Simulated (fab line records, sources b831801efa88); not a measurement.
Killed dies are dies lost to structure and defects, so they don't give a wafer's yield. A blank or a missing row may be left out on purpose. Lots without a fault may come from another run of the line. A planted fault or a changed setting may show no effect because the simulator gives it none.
Which tool did it? | flow gf180mcu | 24 lots, 72 wafers sampled, at 4 steps of a route of 602

WHAT THE GAUGES READ, wafer by wafer
GF_V3_BOW_MEAS_05. Usual: V3_BOW 116 um, standard deviation 8.7.
lot  | measured     | on            | V3_BOW (um) | flag
L074 | day 20 17:53 | film_metro-04 | 126 124 122 |
L075 | day 21 12:29 | film_metro-01 | 108 104 100 |
L076 | day 21 16:31 | film_metro-01 | 118 113 123 |
L077 | day 22 09:23 | film_metro-02 | 111 113 111 |
L079 | day 23 07:28 | film_metro-04 | 106 103 109 |
L078 | day 23 08:41 | film_metro-02 | 109 125 117 |
L080 | day 23 21:37 | film_metro-04 | 107 111 104 |
L081 | day 23 23:31 | film_metro-01 | 101 109 103 |
L082 | day 24 21:11 | film_metro-01 | 135 133 125 |
L083 | day 25 04:22 | film_metro-01 | 122 120 119 |
L084 | day 25 14:13 | film_metro-04 | 121 122 124 |
L085 | day 25 15:28 | film_metro-02 | 116 129 110 |
L086 | day 26 02:52 | film_metro-02 | 105 97 105  |
L088 | day 26 11:02 | film_metro-04 | 126 111 126 |
L087 | day 26 12:59 | film_metro-04 | 128 106 101 |
L089 | day 26 23:33 | film_metro-04 | 117 114 114 |
L090 | day 27 00:13 | film_metro-04 | 114 120 113 |
L091 | day 27 08:22 | film_metro-04 | 124 115 117 |
L092 | day 27 14:09 | film_metro-02 | 125 125 105 |
L093 | day 27 18:16 | film_metro-02 | 110 123 123 |
L094 | day 27 23:16 | film_metro-01 | 97 123 124  |
L095 | day 28 02:36 | film_metro-04 | 109 119 107 |
L096 | day 28 08:41 | film_metro-04 | 118 114 117 |
L097 | day 28 16:49 | film_metro-04 | 117 115 126 |

GF_V3_THK_MEAS_25: measures by xrf. Usual: V3_W_THK 376 nm, standard deviation 5.3.
lot  | measured     | on            | V3_W_THK (nm) | flag
L074 | day 21 19:20 | film_metro-02 | 373 372 374   |
L075 | day 22 14:04 | film_metro-04 | 375 374 379   |
L076 | day 22 17:32 | film_metro-02 | 372 371 370   |
L077 | day 23 09:13 | film_metro-04 | 372 375 373   |
L079 | day 24 06:54 | film_metro-02 | 383 377 373   |
L078 | day 24 08:12 | film_metro-01 | 372 374 373   |
L080 | day 24 20:56 | film_metro-04 | 369 373 375   |
L081 | day 24 22:23 | film_metro-01 | 378 380 381   |
L082 | day 25 19:22 | film_metro-02 | 377 379 374   |
L083 | day 26 03:00 | film_metro-01 | 377 381 380   |
L084 | day 26 12:05 | film_metro-04 | 372 371 366   |
L085 | day 26 14:10 | film_metro-01 | 374 374 372   |
L086 | day 27 00:22 | film_metro-02 | 384 380 386   |
L088 | day 27 07:57 | film_metro-02 | 382 382 381   |
L087 | day 27 10:19 | film_metro-01 | 378 370 367   |
L089 | day 27 20:54 | film_metro-01 | 378 377 377   |
L090 | day 27 21:37 | film_metro-02 | 383 381 383   |
L091 | day 28 05:44 | film_metro-04 | 375 379 377   |
L092 | day 28 11:19 | film_metro-04 | 370 367 371   |
L093 | day 28 15:05 | film_metro-04 | 383 377 371   |
L094 | day 28 20:15 | film_metro-02 | 366 369 369   |
L095 | day 28 22:48 | film_metro-04 | 388 388 383   |
L096 | day 29 05:22 | film_metro-04 | 377 380 388   |
L097 | day 29 13:20 | film_metro-01 | 371 373 365   |

WHICH TOOL RAN EACH LOT (tool, then ch and the chambers of the sampled wafers, then the start)
lot  | GF_V1_STRIP_18                       | GF_V2_CVD_23
L074 | plasma_asher-02 ch 1, day 17 10:22   | cvd_w-01 ch 0,1, day 19 14:57
L075 | plasma_asher-02 ch 0,1, day 18 04:04 | cvd_w-02 ch 0,1, day 20 09:32
L076 | plasma_asher-02 ch 0,1, day 18 08:43 | cvd_w-02 ch 0,1, day 20 13:16
L077 | plasma_asher-01 ch 0,1, day 19 03:10 | cvd_w-02 ch 0,1, day 21 07:29
L079 | plasma_asher-03 ch 0,1, day 20 00:49 | cvd_w-01 ch 0,1, day 22 06:09
L078 | plasma_asher-03 ch 0,1, day 20 02:10 | cvd_w-02 ch 0,1, day 22 07:29
L080 | plasma_asher-03 ch 0,1, day 20 17:28 | cvd_w-01 ch 0,1, day 22 21:04
L081 | plasma_asher-02 ch 0,1, day 20 19:14 | cvd_w-02 ch 0,1, day 22 23:15
L082 | plasma_asher-03 ch 0,1, day 21 19:05 | cvd_w-02 ch 0,1, day 23 20:41
L083 | plasma_asher-02 ch 0,1, day 22 04:10 | cvd_w-01 ch 0,1, day 24 05:27
L084 | plasma_asher-03 ch 0,1, day 22 14:35 | cvd_w-02 ch 1, day 24 14:58
L085 | plasma_asher-03 ch 0,1, day 22 15:50 | cvd_w-01 ch 0,1, day 24 16:18
L086 | plasma_asher-02 ch 0,1, day 23 03:28 | cvd_w-01 ch 0,1, day 25 03:20
L088 | plasma_asher-03 ch 0,1, day 23 12:28 | cvd_w-02 ch 0,1, day 25 11:21
L087 | plasma_asher-03 ch 0,1, day 23 13:44 | cvd_w-02 ch 0,1, day 25 13:10
L089 | plasma_asher-01 ch 0,1, day 24 01:43 | cvd_w-02 ch 0,1, day 26 00:49
L090 | plasma_asher-03 ch 1, day 24 02:35   | cvd_w-01 ch 0,1, day 26 01:12
L091 | plasma_asher-01 ch 0,1, day 24 10:20 | cvd_w-02 ch 0,1, day 26 08:54
L092 | plasma_asher-01 ch 0,1, day 24 18:08 | cvd_w-01 ch 0,1, day 26 16:01
L093 | plasma_asher-02 ch 0,1, day 24 22:26 | cvd_w-01 ch 0,1, day 26 19:59
L094 | plasma_asher-03 ch 0,1, day 25 03:58 | cvd_w-01 ch 0,1, day 27 01:27
L095 | plasma_asher-02 ch 0, day 25 07:26   | cvd_w-02 ch 0,1, day 27 04:26
L096 | plasma_asher-01 ch 0,1, day 25 13:47 | cvd_w-02 ch 0,1, day 27 11:19
L097 | plasma_asher-01 ch 0,1, day 25 21:44 | cvd_w-02 ch 1, day 27 18:37
- GF_V1_STRIP_18: strips in O2/N2.
- GF_V2_CVD_23: deposits W, target thk 350 nm, time 104.94 s.

WHAT THE TOOLS THEMSELVES READ (means of the sampled wafers that have a number; where no wafer has one, the mark that the record gives instead)
GF_V1_STRIP_18. Usual: drypump_motor_current_A 5.60 A, standard deviation 0.23; heater_power_w 346 W, standard deviation 20; oes_product_au 0.593 a.u., standard deviation 0.0045.
lot  | tool            | drypump_motor_current_A (A) | heater_power_w (W) | oes_product_au (a.u.) | flag
L074 | plasma_asher-02 | 5.57                        | 334                | 0.593                 |
L075 | plasma_asher-02 | 5.85                        | 335                | 0.595                 |
L076 | plasma_asher-02 | 5.85                        | 330                | 0.595                 |
L077 | plasma_asher-01 | 5.30                        | 327                | 0.594                 |
L079 | plasma_asher-03 | 5.68                        | 367                | 0.591                 |
L078 | plasma_asher-03 | 5.62                        | 372                | 0.591                 |
L080 | plasma_asher-03 | 5.62                        | 371                | 0.592                 |
L081 | plasma_asher-02 | 5.68                        | 337                | 0.597                 |
L082 | plasma_asher-03 | 5.68                        | 364                | 0.597                 |
L083 | plasma_asher-02 | 5.69                        | 336                | 0.594                 |
L084 | plasma_asher-03 | 5.64                        | 370                | 0.596                 |
L085 | plasma_asher-03 | 5.69                        | 364                | 0.587                 |
L086 | plasma_asher-02 | 5.71                        | 337                | 0.594                 |
L088 | plasma_asher-03 | 5.64                        | 368                | 0.592                 |
L087 | plasma_asher-03 | 5.62                        | 367                | 0.594                 |
L089 | plasma_asher-01 | 5.28                        | 329                | 0.593                 |
L090 | plasma_asher-03 | 5.56                        | 369                | 0.591                 |
L091 | plasma_asher-01 | 5.29                        | 324                | 0.592                 |
L092 | plasma_asher-01 | 5.29                        | 323                | 0.597                 |
L093 | plasma_asher-02 | 5.83                        | 329                | 0.587                 |
L094 | plasma_asher-03 | 5.64                        | 367                | 0.592                 |
L095 | plasma_asher-02 | 5.99                        | 324                | 0.592                 |
L096 | plasma_asher-01 | 5.30                        | 319                | 0.596                 |
L097 | plasma_asher-01 | 5.28                        | 326                | 0.592                 |

GF_V2_CVD_23. Usual: heater_power_w 784 W, standard deviation 61; susceptor_temp_C 399.98 C, standard deviation 0.24.
lot  | tool     | heater_power_w (W) | susceptor_temp_C (C) | flag
L074 | cvd_w-01 | 798                | 399.74               |
L075 | cvd_w-02 | 781                | 399.82               |
L076 | cvd_w-02 | 730                | 399.92               |
L077 | cvd_w-02 | 767                | 399.99               |
L079 | cvd_w-01 | 822                | 399.96               |
L078 | cvd_w-02 | 790                | 400.13               |
L080 | cvd_w-01 | 827                | 399.91               |
L081 | cvd_w-02 | 778                | 399.86               |
L082 | cvd_w-02 | 771                | 400.01               |
L083 | cvd_w-01 | 795                | 400.01               |
L084 | cvd_w-02 | 823                | 399.98               |
L085 | cvd_w-01 | 840                | 399.77               |
L086 | cvd_w-01 | 829                | 399.67               |
L088 | cvd_w-02 | 779                | 399.98               |
L087 | cvd_w-02 | 783                | 400.08               |
L089 | cvd_w-02 | 740                | 399.80               |
L090 | cvd_w-01 | 802                | 400.08               |
L091 | cvd_w-02 | 767                | 399.84               |
L092 | cvd_w-01 | 829                | 400.21               |
L093 | cvd_w-01 | 804                | 400.17               |
L094 | cvd_w-01 | 839                | 400.00               |
L095 | cvd_w-02 | 780                | 399.72               |
L096 | cvd_w-02 | 776                | 400.15               |
L097 | cvd_w-02 | 840                | 400.08               |

THE ANSWER, worked out from the rows above alone
Rule: a lot is off if the mean of its wafers that have a number lies more than 3 standard deviations from the usual mean. A lot without any number at a reading at which 4 lots or more have one is off too. The other lots that the step has rows for count as sound. The gauges are gone through in route order, then the tools' own readings, and for those a lot's mean is taken as printed above. The first step at which some lot is off is used, and at that step the reading that is off furthest; a lot without a number counts as furthest.
No lot is off at any reading shown: from this, nothing can be told.

WHAT THE SIMULATOR HAD PUT IN
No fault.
